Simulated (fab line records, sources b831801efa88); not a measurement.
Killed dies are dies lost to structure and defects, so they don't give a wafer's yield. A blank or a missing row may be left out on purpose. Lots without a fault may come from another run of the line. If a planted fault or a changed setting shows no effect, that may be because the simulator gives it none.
Which tool is to blame? ; flow sky130 ; Sampling: 11 lots, 33 wafers, 3 of 708 route steps

WHAT THE GAUGES READ, wafer by wafer
SKY_VT_ADJUST_HVTR_OVL_MEAS_08.
lot;measured;on;VT_ADJUST_HVTR_OVL (nm)
L437;day 9 10:52;overlay-01;1.0 1.0 1.4
L438;day 9 17:28;overlay-01;0.7 0.9 -0.2
L439;day 9 23:22;overlay-01;1.7 1.2 2.3
L441;day 10 14:28;overlay-01;1.1 1.2 1.5
L443;day 11 03:34;overlay-02;-1.6 -1.7 -1.2
L450;day 13 12:13;overlay-02;1.2 0.7 1.6
L451;day 13 14:28;overlay-02;2.0 1.1 1.2
L454;day 14 22:28;overlay-01;1.2 2.9 0.5
L457;day 15 12:49;overlay-01;-0.2 -0.1 0.5
L458;day 15 23:07;overlay-01;0.4 0.5 1.5
L460;day 16 15:13;overlay-02;-1.6 0.1 -1.7

WHICH TOOL RAN EACH LOT (tool, then ch and the chambers of the sampled wafers, then the start)
lot;SKY_FIELD_ISO_STRIP_16;SKY_FIELD_ISO_ETCH_17
L437;plasmaAsher-01 ch 0, day 2 07:10;rieSi-02 ch 0,2,3, day 2 07:16
L438;plasmaAsher-04 ch 0,1, day 2 11:26;rieSi-01 ch 0,1,2, day 2 11:32
L439;plasmaAsher-01 ch 0,1, day 2 15:56;rieSi-01 ch 0,2,3, day 2 16:02
L441;plasmaAsher-04 ch 1, day 3 02:08;rieSi-02 ch 0,1, day 3 02:14
L443;plasmaAsher-03 ch 0,1, day 3 12:32;rieSi-01 ch 0,1,3, day 3 12:38
L450;plasmaAsher-01 ch 0,1, day 5 00:38;rieSi-01 ch 0,1,3, day 5 00:44
L451;plasmaAsher-01 ch 0,1, day 5 06:08;rieSi-01 ch 1,3, day 5 06:13
L454;plasmaAsher-01 ch 0,1, day 5 23:41;rieSi-01 ch 0,2,3, day 5 23:46
L457;plasmaAsher-01 ch 0,1, day 6 11:58;rieSi-01 ch 2,3, day 6 12:04
L458;plasmaAsher-01 ch 0,1, day 6 21:25;rieSi-01 ch 1,2, day 6 21:31
L460;plasmaAsher-01 ch 0,1, day 7 06:31;rieSi-01 ch 1,2,3, day 7 06:37
- SKY_FIELD_ISO_STRIP_16: strips in O2/N2.
- SKY_FIELD_ISO_ETCH_17: etches Si in HBr/Cl2/O2, target depth 342 nm, time 97.7 s.

THE ANSWER, worked out from the rows above alone
Rule: the usual values come from the lots themselves. The widest of any qualifying gaps counts: lots, ordered by their means at a reading, are off when they make up no more than a third of the lots, leave a main group of 4 or more, and stand apart from it by 3 or more times the standard deviation of that group's means. Not used: any main group whose means are identical at the precision the tables above print for the reading. Also off: a lot with no number at a reading for which 4 or more lots have one. All remaining lots with rows at the step are treated as sound.
Nothing can be told from this: no lot is off at any reading shown.

WHAT WAS PUT IN BY THE SIMULATOR
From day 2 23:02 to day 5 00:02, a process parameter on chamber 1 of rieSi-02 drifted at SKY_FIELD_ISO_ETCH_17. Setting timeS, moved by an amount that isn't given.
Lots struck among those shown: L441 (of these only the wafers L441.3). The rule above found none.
